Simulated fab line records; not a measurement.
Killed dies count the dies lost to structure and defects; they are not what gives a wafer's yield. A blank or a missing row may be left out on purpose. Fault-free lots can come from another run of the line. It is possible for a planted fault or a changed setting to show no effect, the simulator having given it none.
fab line records	flow sky130
[record] lots = 5	wafers = 15	lastDay = 50
route steps=708 shown VIA4@651 METAL5@661 PAD_OPEN@708
lots with no fault: from the same line, run without faults
startH: hours from the record's opening day to when the first of the lot's shown wafers began	waitH: hours elapsed since this lot's preceding step	" as in the row above	L1.1+2: a single row standing in for several wafers	- value missing, or start not given	* or withheld: withheld	< > ~ a bound
route shown NAME@n: NAME is a module with steps in the file, n the number in the route of the first one	usual: mean/standard deviation taken from wafers without a fault	same: alike in all rows	chamber/n: place in a boat	sites: the reading at each site	_std_site: how widely they spread, as a standard deviation	_edge_site: inner sites' mean taken away from outer sites' mean	radiusMm: how far each site lies from the wafer's centre	mask NAME#n: copy n	behind: the most recent tool/chamber to have shaped the wafer	hold: the reason the lot was held/the length of the hold in hours/how it ended	device: transistor that didn't switch, given as n, p or np	end of line: tests run on the same wafers once the route is complete	a step with no rows: only its recipe	killed: at the first sort, the dies lost to defects and structure; wafer yield is something else	map: a wafer's dies, x killed, . not, _ none there
set.NAME: the run value of the setting; set.NAME@STEP: its run value at that earlier step	model.NAME: the simulator's own value behind a step, which no gauge read
certain route steps with their lots: each step a table, each wafer a row
services: when a tool's chamber went out of use (startH, in hours from the record's first day, below 0 if earlier), for how many hours, and the reason
[[steps]]
[step SKY_VIA4_ETCH_12]
[recipe] target = SiO2	chemistry = C4F8/O2/Ar	stopOn = TiN	maskMaterial = NOVOLAK	sourceW = 1500	biasW = 1200	pressureMtorr = 40	c4f8FlowSccm = withheld	O2_flow_sccm = 6	Ar_flow_sccm = 300	timeS = withheld	targetDepthA = 5800
[step SKY_VIA4_STRIP_13]
[recipe] chemistry = O2/N2	powerW = 1400	pressureMtorr = 1500	platenTempC = withheld	o2FlowSccm = 3000	n2FlowSccm = 300	overashFraction = 0.5
[step SKY_VIA4_STRIP_14]
[recipe] chemistry = postEtchResidueRemover	timeS = 1200	tempC = 72.5
[step SKY_VIA4_CLEAN_15]
[recipe] chemistry = IPA	timeS = 180	tempC = 25
[step SKY_VIA4_CLEAN_16]
[recipe] chemistry = O3/DIW	dry = n2Spin
[step SKY_VIA4_SPUTTER_17]
[recipe] material = TiN	targetThkNm = 20	chamberPressurePa = 5	powerW = 4000	timeS = 80
[step SKY_VIA4_CVD_18]
[recipe] material = W	targetThkNm = 505	timeS = 152.14	tempC = 400	pressureTorr = 40
[usual] heaterPowerW = 886/85
[same] timeS = 152.14
lot.wafer	tool	chamber	startH	waitH	heaterPowerW
L120.1	cvdW-01	0	1013.38	0.0	805
L120.4	"	1	"	"	790
L120.6	"	1	"	"	806
L127.2	cvdW-02	0	1056.68	0.0	996
L127.5	"	0	"	"	1012
L127.6	"	1	"	"	893
L138.2	cvdW-02	0	1125.42	0.0	1018
L138.4	"	1	"	"	890
L138.5	"	0	"	"	1024
L142.2	cvdW-01	1	1146.62	0.0	807
L142.3	"	1	"	"	817
L142.6	"	0	"	"	807
L140.2	cvdW-01	1	1148.07	0.0	795
L140.4	"	0	"	"	788
L140.5	"	0	"	"	810
[step SKY_VIA4_RS_MEAS_19]
[recipe] thkMeasGauge = four-point-probe	reads = W_of_VIA4_CVD_18+TiN_of_VIA4_SPUTTER_17
[usual] VIA4_W_RS = 0.2256/0.0025
lot.wafer	tool	chamber	startH	waitH	VIA4_W_RS[ohm/sq]
L120.1	filmMetro-03	-	1013.53	0.1	0.2276
L120.4	"	-	"	"	0.2257
L120.6	"	-	"	"	0.2235
L127.2	filmMetro-01	-	1056.85	0.1	0.2280
L127.5	"	-	"	"	0.2272
L127.6	"	-	"	"	0.2252
L138.2	filmMetro-04	-	1125.59	0.1	0.2187
L138.4	"	-	"	"	0.2195
L138.5	"	-	"	"	0.2200
L142.2	filmMetro-03	-	1146.79	0.1	0.2293
L142.3	"	-	"	"	0.2252
L142.6	"	-	"	"	0.2259
L140.2	filmMetro-03	-	1148.24	0.1	0.2257
L140.4	"	-	"	"	0.2291
L140.5	"	-	"	"	0.2272
[step SKY_VIA4_THK_MEAS_20]
[recipe] thkMeasGauge = xrf	reads = W_of_VIA4_CVD_18
[usual] VIA4_W_THK = 504/6.7
lot.wafer	tool	chamber	startH	waitH	VIA4_W_THK[nm]
L120.1	filmMetro-03	-	1013.65	0.1	498
L120.4	"	-	"	"	503
L120.6	"	-	"	"	502
L127.2	filmMetro-01	-	1056.96	0.1	507
L127.5	"	-	"	"	506
L127.6	"	-	"	"	513
L138.2	filmMetro-04	-	1125.70	0.1	524
L138.4	"	-	"	"	521
L138.5	"	-	"	"	516
L142.2	filmMetro-03	-	1146.90	0.1	496
L142.3	"	-	"	"	506
L142.6	"	-	"	"	498
L140.2	filmMetro-03	-	1148.35	0.1	504
L140.4	"	-	"	"	495
L140.5	"	-	"	"	498
[step SKY_VIA4_CMP_21]
[recipe] stopOn = SiO2	tOverpolishS = 25	downForcePsi = 3.5	platenRpm = 60	targetThkNm = 0	padVelocityMS = 0.94248
[step SKY_METAL5_SPUTTER_00]
[recipe] material = Ti	targetThkNm = 15	powerW = 3000	timeS = 10	chamberPressurePa = 0.4
[step SKY_METAL5_SPUTTER_01]
[recipe] material = TiN	targetThkNm = 20	powerW = 6500	timeS = 16.7	chamberPressurePa = 0.4
[usual] throttleValvePct = 29.3/0.88
[same] timeS = 16.7
lot.wafer	tool	chamber	startH	waitH	throttleValvePct
L120.1	pvdSputter-01	-	1014.04	0.0	29.3
L120.4	"	-	"	"	28.4
L120.6	"	-	"	"	28.7
L127.2	pvdSputter-04	-	1057.33	0.0	27.8
L127.5	"	-	"	"	29.3
L127.6	"	-	"	"	30.1
L138.2	pvdSputter-01	-	1126.12	0.0	29.9
L138.4	"	-	"	"	28.9
L138.5	"	-	"	"	28.4
L142.2	pvdSputter-02	-	1147.31	0.0	29.1
L142.3	"	-	"	"	31.2
L142.6	"	-	"	"	28.0
L140.2	pvdSputter-02	-	1148.85	0.0	30.0
L140.4	"	-	"	"	29.4
L140.5	"	-	"	"	30.1
[step SKY_METAL5_SPUTTER_02]
[recipe] material = AlCu	targetThkNm = 1150	powerW = 10600	timeS = 61.2	chamberPressurePa = 0.4
[usual] throttleValvePct = 29.3/0.86
lot.wafer	tool	chamber	startH	waitH	throttleValvePct	model.AlCu_of_METAL5_SPUTTER_02.thkNm
L120.1	pvdSputter-01	-	1014.06	0.0	29.4	1149
L120.4	"	-	"	"	28.4	1155
L120.6	"	-	"	"	28.6	1161
L127.2	pvdSputter-04	-	1057.36	0.0	27.6	1182
L127.5	"	-	"	"	28.9	1157
L127.6	"	-	"	"	30.0	1169
L138.2	pvdSputter-01	-	1126.15	0.0	29.7	1135
L138.4	"	-	"	"	29.2	1310
L138.5	"	-	"	"	28.3	1161
L142.2	pvdSputter-02	-	1147.34	0.0	29.0	1163
L142.3	"	-	"	"	31.3	1157
L142.6	"	-	"	"	28.0	1143
L140.2	pvdSputter-02	-	1148.88	0.0	30.0	1148
L140.4	"	-	"	"	29.3	1137
L140.5	"	-	"	"	30.1	1138
[step SKY_METAL5_SPUTTER_03]
[recipe] material = Ti	targetThkNm = 5	powerW = 3000	timeS = 3.3	chamberPressurePa = 0.4
[usual] throttleValvePct = 29.3/0.88
[same] timeS = 3.3
lot.wafer	tool	chamber	startH	waitH	throttleValvePct
L120.1	pvdSputter-01	-	1014.11	0.0	29.4
L120.4	"	-	"	"	28.5
L120.6	"	-	"	"	28.1
L127.2	pvdSputter-04	-	1057.41	0.0	27.4
L127.5	"	-	"	"	29.3
L127.6	"	-	"	"	30.1
L138.2	pvdSputter-01	-	1126.20	0.0	29.9
L138.4	"	-	"	"	29.2
L138.5	"	-	"	"	28.4
L142.2	pvdSputter-02	-	1147.39	0.0	29.5
L142.3	"	-	"	"	31.0
L142.6	"	-	"	"	27.8
L140.2	pvdSputter-02	-	1148.93	0.0	30.0
L140.4	"	-	"	"	29.1
L140.5	"	-	"	"	29.9
[step SKY_METAL5_SPUTTER_04]
[recipe] material = TiN	targetThkNm = 70	powerW = 6500	timeS = 58.3	chamberPressurePa = 0.4
[usual] throttleValvePct = 29.3/0.89
[same] timeS = 58.3
lot.wafer	tool	chamber	startH	waitH	throttleValvePct
L120.1	pvdSputter-01	-	1014.13	0.0	29.3
L120.4	"	-	"	"	28.6
L120.6	"	-	"	"	28.4
L127.2	pvdSputter-04	-	1057.43	0.0	27.4
L127.5	"	-	"	"	29.2
L127.6	"	-	"	"	29.8
L138.2	pvdSputter-01	-	1126.22	0.0	29.7
L138.4	"	-	"	"	29.1
L138.5	"	-	"	"	28.7
L142.2	pvdSputter-02	-	1147.41	0.0	29.1
L142.3	"	-	"	"	31.2
L142.6	"	-	"	"	27.7
L140.2	pvdSputter-02	-	1148.95	0.0	30.0
L140.4	"	-	"	"	29.4
L140.5	"	-	"	"	30.0
[step SKY_METAL5_RS_MEAS_05]
[recipe] thkMeasGauge = four-point-probe	reads = TiN_of_METAL5_SPUTTER_04+Ti_of_METAL5_SPUTTER_03+AlCu_of_METAL5_SPUTTER_02+TiN_of_METAL5_SPUTTER_01+Ti_of_METAL5_SPUTTER_00
[usual] METAL5_ALCU_RS = 0.02707/0.00028
lot.wafer	tool	chamber	startH	waitH	METAL5_ALCU_RS[ohm/sq]
L120.1	filmMetro-03	-	1014.18	0.0	0.02707
L120.4	"	-	"	"	0.02698
L120.6	"	-	"	"	0.02678
L127.2	filmMetro-01	-	1057.50	0.0	0.02626
L127.5	"	-	"	"	0.02686
L127.6	"	-	"	"	0.02655
L138.2	filmMetro-03	-	1126.29	0.0	0.02746
L138.4	"	-	"	"	0.02371
L138.5	"	-	"	"	0.02685
L142.2	filmMetro-03	-	1147.48	0.0	0.02674
L142.3	"	-	"	"	0.02685
L142.6	"	-	"	"	0.02723
L140.2	filmMetro-02	-	1149.02	0.0	0.02713
L140.4	"	-	"	"	0.02738
L140.5	"	-	"	"	0.02733
[step SKY_METAL5_THK_MEAS_06]
[recipe] thkMeasGauge = xrf	reads = AlCu_of_METAL5_SPUTTER_02
[usual] METAL5_ALCU_THK = 1128/13
lot.wafer	tool	chamber	startH	waitH	METAL5_ALCU_THK[nm]
L120.1	filmMetro-03	-	1014.30	0.1	1132
L120.4	"	-	"	"	1140
L120.6	"	-	"	"	1145
L127.2	filmMetro-01	-	1057.61	0.1	1155
L127.5	"	-	"	"	1129
L127.6	"	-	"	"	1150
L138.2	filmMetro-03	-	1126.40	0.1	1111
L138.4	"	-	"	"	1283
L138.5	"	-	"	"	1139
L142.2	filmMetro-03	-	1147.59	0.1	1136
L142.3	"	-	"	"	1138
L142.6	"	-	"	"	1117
L140.2	filmMetro-02	-	1149.13	0.1	1128
L140.4	"	-	"	"	1116
L140.5	"	-	"	"	1117
[step SKY_METAL5_DEHYDRATE_07]
[recipe] tempC = 200	timeS = 60
[step SKY_METAL5_HMDS_08]
[recipe] primeTimeS = 60	primeTempC = 120
[step SKY_METAL5_COAT_09]
[recipe] resist = NOVOLAK	spinRpm = 3000	resistThkNm = 1800
[step SKY_METAL5_SOFTBAKE_10]
[recipe] tempC = 90	timeS = 60	resist = NOVOLAK
[step SKY_METAL5_EXPOSE_11]
[recipe] maskId = MM5	na = 0.6	sourceShape = conventional	sigmaOuter = 0.6	polarization = unpolarized	targetCdNm = 1600	doseMj = 190
[step SKY_METAL5_PEB_12]
[recipe] tempC = withheld	timeS = *	resist = NOVOLAK
[step SKY_METAL5_DEVELOP_13]
[recipe] resist = NOVOLAK	developer = TMAH	developTimeS = 60	devTempC = 23
[step SKY_METAL5_DESCUM_14]
[recipe] chemistry = O2	sourcePowerW = 150	biasPowerW = 0	pressureMtorr = 10	tempC = 40	timeS = 11
[usual] drypumpMotorCurrentA = 5.58/0.22	oesProductAu = 1.001/0.0071	rfFwdPowerW = 147.7/0.86
[same] biasPowerW = 0	timeS = 11
lot.wafer	tool	chamber	startH	waitH	drypumpMotorCurrentA	oesProductAu	rfFwdPowerW	rfHoursCounterH
L120.1	rieMetal-03	0	1036.24	0.1	5.62	1.002	147.9	7
L120.4	"	0	"	"	5.61	1.001	148.9	-
L120.6	"	1	"	"	5.63	0.997	147.8	-
L127.2	rieMetal-04	0	1078.31	0.1	5.86	1.012	148.5	19
L127.5	"	0	"	"	5.84	1.011	148.1	-
L127.6	"	1	"	"	5.27	0.995	146.1	-
L138.2	rieMetal-03	1	1144.76	0.1	5.60	0.996	147.6	17
L138.4	"	0	"	"	5.62	1.007	147.7	-
L138.5	"	1	"	"	5.57	0.991	147.6	-
L142.2	rieMetal-04	0	1164.51	0.1	5.87	1.003	147.9	26
L142.3	"	0	"	"	5.87	1.007	148.2	-
L142.6	"	0	"	"	5.84	1.009	148.2	-
L140.2	rieMetal-02	0	1166.39	0.1	5.29	1.003	146.6	31
L140.4	"	0	"	"	5.30	1.008	146.1	-
L140.5	"	1	"	"	5.81	1.000	147.8	-
[step SKY_METAL5_METAL_ETCH_15]
[recipe] targetDepthA = 12600	stopOn = SiO2	overEtchFrac = 0.2	timeS = 252	chemistry = Cl2/BCl3	resistSidewallDeg = 86	pressureMtorr = 10	icpW = 900	biasW = 48.5	Cl2_flow_sccm = 60	bcl3FlowSccm = 30
[usual] bcl3FlowSccm = 30.01/0.088	drypumpMotorCurrentA = 5.58/0.22	oesProductAu = 0.894/0.0049	rfFwdPowerW = 897.8/2.6	throttleValvePct = 22.264/0.0086
[same] timeS = 252
lot.wafer	tool	chamber	startH	waitH	bcl3FlowSccm	drypumpMotorCurrentA	oesProductAu	rfFwdPowerW	rfHoursCounterH	throttleValvePct
L120.1	rieMetal-03	0	1036.27	0.0	30.07	5.62	0.887	892.7	7	22.267
L120.4	"	0	"	"	30.03	5.61	0.901	897.0	-	22.261
L120.6	"	1	"	"	30.10	5.60	0.892	899.1	-	22.251
L127.2	rieMetal-04	0	1078.34	0.0	30.05	5.87	0.894	893.4	19	22.270
L127.5	"	0	"	"	30.14	5.87	0.886	896.8	-	22.262
L127.6	"	1	"	"	29.95	5.24	0.898	902.5	-	22.261
L138.2	rieMetal-03	1	1144.80	0.0	29.96	5.59	0.893	897.7	17	22.276
L138.4	"	0	"	"	29.95	5.61	0.952	898.0	-	22.258
L138.5	"	1	"	"	29.84	5.63	0.892	900.9	-	22.261
L142.2	rieMetal-04	0	1164.55	0.0	29.83	5.86	0.890	895.7	26	22.256
L142.3	"	0	"	"	30.03	5.87	0.899	892.5	-	22.277
L142.6	"	0	"	"	29.97	5.87	0.901	898.7	-	22.254
L140.2	rieMetal-02	0	1166.42	0.0	30.05	5.28	0.887	898.7	31	22.253
L140.4	"	0	"	"	29.94	5.29	0.902	894.9	-	22.255
L140.5	"	1	"	"	30.00	5.83	0.902	893.9	-	22.268
[step SKY_METAL5_STRIP_16]
[recipe] chemistry = O2/N2	powerW = 1400	pressureMtorr = 1500	platenTempC = withheld	o2FlowSccm = 3000	n2FlowSccm = 300	overashFraction = 0.5
[step SKY_PAD_OPEN_PROBE_99]
[usual] defectLimitedYield = 82.4/2	killed_at_M0_to_M3 = 44/6.5	killed_at_M4_up = 3.3/1.7	killedAtContacts = 25/5.3	killedAtFrontEnd = 15/5	killedAtOther = 0.2/0.47	killedDies = 87/9.9	killedOpen = 47/8	killedShort = 39/6.1	sort_bin_3_pad_short = 0.9/0.43	sort_bin_5_function = 10.4/1.5	sort_bin_6_memory = 6.2/1.2	sortNPass = 405/9.9	sortYieldPct = 82.4/2
[same] grossDies = 492	killedAtBackSide = 0	sort_bin_4_leakage[%] = 0	sort_bin_8_speed[%] = 0
lot.wafer	tool	chamber	startH	waitH	defectLimitedYield[%]	killed_at_M0_to_M3	killed_at_M4_up	killedAtContacts	killedAtFrontEnd	killedAtOther	killedDies	killedOpen	killedShort	sort_bin_3_pad_short[%]	sort_bin_5_function[%]	sort_bin_6_memory[%]	sortNPass	sortYieldPct[%]	model.etest.met5.rsOhmSq	model.etest.met5.lineOhmUm
L120.1	prober-02	-	1081.78	0.1	86.4	36	1	19	11	0	67	39	28	0.8	9.3	3.5	425	86.4	0.02707	0.01694
L120.4	prober-02	-	1081.93	0.2	82.7	39	4	27	15	0	85	46	39	1.2	10.6	5.5	407	82.7	0.02711	0.01704
L120.6	prober-02	-	1082.03	0.2	83.3	31	2	29	20	0	82	38	44	0.6	8.7	7.3	410	83.3	0.02664	0.01676
L127.2	prober-01	-	1123.43	0.1	80.7	46	3	26	20	0	95	52	43	1.0	11.4	6.9	397	80.7	0.0265	0.0165
L127.5	prober-01	-	1123.58	0.2	82.1	45	4	26	13	0	88	47	41	0.4	10.8	6.7	404	82.1	0.02692	0.01671
L127.6	prober-01	-	1123.63	0.2	84.3	43	2	19	13	0	77	48	29	1.2	9.3	5.1	415	84.3	0.02663	0.01663
L138.2	prober-02	-	1182.82	0.1	84.3	36	6	21	14	0	77	35	42	1.0	10.0	4.7	415	84.3	0.0276	0.01726
L138.4	prober-02	-	1182.92	0.2	82.9	38	4	27	15	0	84	45	39	0.2	9.8	7.1	408	82.9	0.02407	0.0151
L138.5	prober-02	-	1182.97	0.2	82.5	42	4	21	18	1	86	44	42	0.8	10.6	6.1	406	82.5	0.02707	0.01692
L142.2	prober-02	-	1200.44	0.1	83.7	40	4	25	11	0	80	43	37	0.6	9.6	6.1	412	83.7	0.02684	0.01667
L142.3	prober-02	-	1200.49	0.2	78.5	49	4	28	25	0	106	54	52	0.8	12.8	7.9	386	78.5	0.02684	0.01674
L142.6	prober-02	-	1200.64	0.2	85.2	43	4	19	7	0	73	44	29	1.0	9.6	4.3	419	85.2	0.02712	0.01691
L140.2	prober-01	-	1202.18	0.1	84.3	33	5	22	17	0	77	40	37	0	10.0	5.7	415	84.3	0.02708	0.01687
L140.4	prober-01	-	1202.28	0.2	85.2	38	0	23	12	0	73	35	38	1.8	7.7	5.3	419	85.2	0.02742	0.0171
L140.5	prober-01	-	1202.33	0.2	81.7	48	1	23	18	0	90	52	38	0.4	12.4	5.5	402	81.7	0.02738	0.01709
// killed by level:class
L120.1 VIA1:geometricParticle:open=11 LI_CONTACT:geometricParticle:open=8 CONTACT:geometricParticle:open=7 VIA1:geometricParticle:short=6 METAL1:geometricParticle:short=5 FIELD_ISO:geometricParticle:open=4 VIA2:geometricParticle:open=4 FIELD_ISO:geometricParticle:short=3
L120.4 VIA1:geometricParticle:open=10 LI_CONTACT:geometricParticle:open=9 CONTACT:geometricParticle:open=7 METAL1:geometricParticle:short=7 FIELD_ISO:geometricParticle:open=6 CONTACT:geometricParticle:short=5 FIELD_ISO:geometricParticle:short=4 METAL4:geometricParticle:short=4
L120.6 CONTACT:geometricParticle:open=12 FIELD_ISO:geometricParticle:short=7 METAL2:geometricParticle:short=7 LI_CONTACT:geometricParticle:short=6 CONTACT:geometricParticle:short=6 FIELD_ISO:geometricParticle:open=5 METAL2:geometricParticle:open=4 METAL3:geometricParticle:short=4
L127.2 CONTACT:geometricParticle:short=9 VIA1:geometricParticle:open=9 POLY_GATE:geometricParticle:open=8 CONTACT:geometricParticle:open=8 VIA3:geometricParticle:open=7 METAL1:geometricParticle:short=7 METAL2:geometricParticle:short=7 LI_CONTACT:geometricParticle:open=6
L127.5 METAL1:geometricParticle:short=11 CONTACT:geometricParticle:open=11 VIA1:geometricParticle:open=6 VIA2:geometricParticle:open=6 LI_CONTACT:geometricParticle:open=5 VIA3:geometricParticle:open=5 VIA2:geometricParticle:short=4 POLY_GATE:geometricParticle:short=3
L127.6 VIA2:geometricParticle:open=10 VIA1:geometricParticle:open=9 VIA3:geometricParticle:open=8 CONTACT:geometricParticle:open=7 LI_CONTACT:geometricParticle:open=6 METAL1:geometricParticle:short=5 METAL2:geometricParticle:short=4 FIELD_ISO:geometricParticle:open=3
L138.2 CONTACT:geometricParticle:open=8 VIA1:geometricParticle:open=6 FIELD_ISO:geometricParticle:short=5 VIA2:geometricParticle:short=5 VIA1:geometricParticle:short=5 VIA3:geometricParticle:open=5 LI_CONTACT:geometricParticle:open=4 METAL1:geometricParticle:short=4
L138.4 CONTACT:geometricParticle:open=11 LI_CONTACT:geometricParticle:open=8 METAL2:geometricParticle:short=8 VIA1:geometricParticle:open=6 CONTACT:geometricParticle:short=5 VIA2:geometricParticle:open=5 FIELD_ISO:geometricParticle:short=4 POLY_GATE:geometricParticle:open=4
L138.5 CONTACT:geometricParticle:open=9 VIA2:geometricParticle:open=8 VIA1:geometricParticle:short=7 VIA3:geometricParticle:open=7 VIA1:geometricParticle:open=6 FIELD_ISO:geometricParticle:short=5 LOCAL_INTERCONNECT:geometricParticle:short=5 FIELD_ISO:geometricParticle:open=4
L142.2 VIA1:geometricParticle:open=10 CONTACT:geometricParticle:open=8 LI_CONTACT:geometricParticle:open=6 LOCAL_INTERCONNECT:geometricParticle:short=5 METAL1:geometricParticle:short=4 VIA1:geometricParticle:short=4 VIA2:geometricParticle:open=4 VIA3:geometricParticle:open=4
L142.3 CONTACT:geometricParticle:open=12 VIA1:geometricParticle:open=11 FIELD_ISO:geometricParticle:open=7 POLY_GATE:geometricParticle:short=7 VIA2:geometricParticle:short=6 FIELD_ISO:geometricParticle:short=5 POLY_GATE:geometricParticle:open=5 LOCAL_INTERCONNECT:geometricParticle:short=5
L142.6 VIA1:geometricParticle:open=14 CONTACT:geometricParticle:open=8 CONTACT:geometricParticle:short=5 VIA2:geometricParticle:open=5 VIA1:geometricParticle:short=4 METAL2:geometricParticle:short=4 FIELD_ISO:geometricParticle:open=3 METAL1:geometricParticle:short=3
L140.2 LI_CONTACT:geometricParticle:open=9 VIA2:geometricParticle:open=8 FIELD_ISO:geometricParticle:open=5 VIA3:geometricParticle:open=5 METAL2:geometricParticle:short=5 CONTACT:geometricParticle:open=5 VIA1:geometricParticle:short=5 METAL4:geometricParticle:short=5
L140.4 CONTACT:geometricParticle:open=11 VIA1:geometricParticle:open=7 VIA2:geometricParticle:open=5 METAL3:geometricParticle:short=5 CONTACT:geometricParticle:short=5 VIA1:geometricParticle:short=5 METAL2:geometricParticle:short=5 FIELD_ISO:geometricParticle:short=4
L140.5 VIA1:geometricParticle:open=12 FIELD_ISO:geometricParticle:open=9 VIA2:geometricParticle:short=9 LI_CONTACT:geometricParticle:open=7 VIA2:geometricParticle:open=7 CONTACT:geometricParticle:open=6 VIA3:geometricParticle:open=6 CONTACT:geometricParticle:short=5
[[services]]
tool	chamber	startH	hours	kind
cvdW-01	-	1001.37	1.9	repair
cvdW-01	-	1002.64	0.4	repair
cvdW-02	1	1011.19	3.4	repair
cvdW-02	-	1015.51	0.9	repair
cvdW-01	-	1027.61	6.0	pm
cvdW-01	-	1037.99	1.5	repair
cvdW-02	-	1040.62	4.3	pm
pvdSputter-01	-	1042.28	5.3	repair
cvdW-01	-	1055.86	3.8	pm
cvdW-02	-	1065.58	2.8	pm
pvdSputter-02	-	1082.53	0.6	repair
cvdW-02	0	1111.03	6.5	repair
pvdSputter-01	-	1116.51	0.7	repair
rieMetal-03	-	1122.72	2.8	pm
cvdW-01	1	1126.66	7.6	repair
pvdSputter-01	-	1126.93	2.1	repair
pvdSputter-04	-	1126.96	3.9	repair
[[key]]
[firstSign] step = SKY_METAL5_RS_MEAS_05	reading = METAL5_ALCU_RS	direction = down	sigmas = 12	usual = 0.02707	struck = 0.02371
[effect] step = SKY_METAL5_THK_MEAS_06	reading = METAL5_ALCU_THK	direction = up	sigmas = 12	usual = 1128	struck = 1283
[effect] step = SKY_METAL5_METAL_ETCH_15	reading = oesProductAu	direction = up	sigmas = 12	usual = 0.894	struck = 0.952
[modelEffect] step = SKY_METAL5_SPUTTER_02	value = AlCu_of_METAL5_SPUTTER_02.thkNm	without = 1168	struck = 1310
[modelEffect] step = SKY_PAD_OPEN_PROBE_99	value = etest.met5.rsOhmSq	without = 0.02702	struck = 0.02407
metAt SKY_METAL5_SPUTTER_02
struckWafers L138.4
onsetBetween 1014.06 1126.15
[fault] kind = processParameterDrift	tool = pvdSputter-01	chamber = -	onsetH = 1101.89	steps = SKY_METAL5_SPUTTER_02	channel = timeS	offset = *	shape = step	endH = 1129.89	scope = struckWafersOnly	actsIn = *	stated = *
